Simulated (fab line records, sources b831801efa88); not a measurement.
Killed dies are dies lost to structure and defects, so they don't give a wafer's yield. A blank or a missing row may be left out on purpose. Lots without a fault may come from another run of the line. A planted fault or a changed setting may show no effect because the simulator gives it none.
A struck lot beside a sound one | flow sky130 | 14 steps out of a route of 708
Sound: wafers L285.1, L285.3, L285.6. Struck: wafers L290.1, L290.3, L290.6. The cause comes at the end.
At each step with rows: each side's tool, then ch and its chambers, then its first start. Under that, the readings that differ: sound wafers | struck wafers | difference of the means | sigmas: that difference in standard deviations of wafers without a fault.
alike: readings whose means differ by less than 2 such deviations, and words and numbers that are the same on both sides. not compared: withheld readings, readings that some wafer has no value for, bounds like >300 that may hide the same value, and numbers for which the record gives no deviation and whose values overlap.
The two part at a step that has a row with sigmas, a row that says differs or no value, or rows on one side only. Numbers that don't overlap but have no deviation are shown without sigmas and don't part them. A reading that every wafer of one side lacks parts them only if that side has two wafers or more.

SKY_LI_CONTACT_CD_MEAS_12: target cd 170 nm.
  sound on cd_sem-02, day 31 14:44; struck on cd_sem-01, day 33 07:56
  alike: cd_nm
SKY_LI_CONTACT_OVL_MEAS_13:
  sound on overlay-01, day 31 14:52; struck on overlay-01, day 33 08:04
  alike: LI_CONTACT_OVL
SKY_LI_CONTACT_ETCH_14: etches BARC in N2/H2, stops on SiO2, time 45.9 s, target depth 60 nm.
  sound on rie_diel-02 ch 0,3, day 31 14:53; struck on rie_diel-02 ch 0,1,2, day 33 08:05
  alike: drypump_motor_current_A, oes_product_au, throttle_valve_pct
  not compared: rf_hours_counter_h
then, 1 step without rows for these wafers: SKY_LI_CONTACT_ETCH_15 (etches PSG in C4F8/O2/Ar, stops on Si, target depth 600 nm).
SKY_LI_CONTACT_STRIP_16: strips in O2/N2.
  sound on plasma_asher-01 ch 0,1, day 31 15:01; struck on plasma_asher-03 ch 0,1, day 33 08:13
  reading                     | sound          | struck         | difference | sigmas
  drypump_motor_current_A (A) | 5.70 5.72 5.73 | 6.13 6.16 5.97 | +0.37      | +2
  alike: oes_product_au, strip_time_to_endpoint_s
  not compared: rf_hours_counter_h
then, 2 steps without rows for these wafers: SKY_LI_CONTACT_CLEAN_17 (cleans in NMP, time 600 s); SKY_LI_CONTACT_PRE_CLEAN_18 (time 5.6 s).
SKY_LI_CONTACT_SPUTTER_19: material Ti, target thk 20 nm, time 106.37 s.
  sound on pvd_sputter-01, day 31 15:20; struck on pvd_sputter-03, day 33 08:31
  alike: throttle_valve_pct
SKY_LI_CONTACT_SPUTTER_20: material TiN, target thk 20 nm, time 80 s.
  sound on pvd_sputter-01, day 31 15:25; struck on pvd_sputter-03, day 33 08:35
  alike: throttle_valve_pct
SKY_LI_CONTACT_CVD_21: deposits W, target thk 400 nm, time 120.56 s.
  sound on cvd_w-01 ch 0,1, day 31 15:28; struck on cvd_w-02 ch 0,1, day 33 08:39
  alike: heater_power_w
SKY_LI_CONTACT_RS_MEAS_22: measures by four-point-probe.
  sound on film_metro-02, day 31 15:35; struck on film_metro-02, day 33 08:47
  alike: LI_CONTACT_W_RS
SKY_LI_CONTACT_THK_MEAS_23: measures by xrf.
  sound on film_metro-02, day 31 15:43; struck on film_metro-02, day 33 08:54
  alike: LI_CONTACT_W_THK
SKY_LI_CONTACT_CMP_24: polishes, stops on PSG, t overpolish 20 s, target thk 0 nm.
  sound on cmp-02 ch 0,1,2, day 31 15:52; struck on cmp-01 ch 0,2,3, day 33 09:04
  no value came back on the struck wafers for any of 7 readings (edge_zone_pressure_frac, head_pressure_psi (psi) and others); on the sound wafers edge_zone_pressure_frac reads 0.995 1.006 1.000
  reading                                       | sound             | struck            | difference | sigmas
  model.W_of_LI_CONTACT_CVD_21.thk_nm (nm)      | 0 0 0             | 397.8 392.7 398.4 | +396.3     |
  model.PSG_of_LI_CONTACT_HDPCVD_00.thk_nm (nm) | 589.5 589.7 589.9 | 592 594.1 592.7   | +3         |
-- the record jumps here: 15 days lie between the struck wafers' starts before and after (it left off in module LI_CONTACT and takes up again in module PAD_OPEN, whose first step shown is number 708 of the route) --
SKY_PAD_OPEN_PROBE_99:
  the record has rows for the struck wafers here (prober-01, day 48 20:44) and none for the sound ones

WHERE THEY PART
First at SKY_LI_CONTACT_STRIP_16; last, within this record, at SKY_PAD_OPEN_PROBE_99.

WHY: what the simulator had put in
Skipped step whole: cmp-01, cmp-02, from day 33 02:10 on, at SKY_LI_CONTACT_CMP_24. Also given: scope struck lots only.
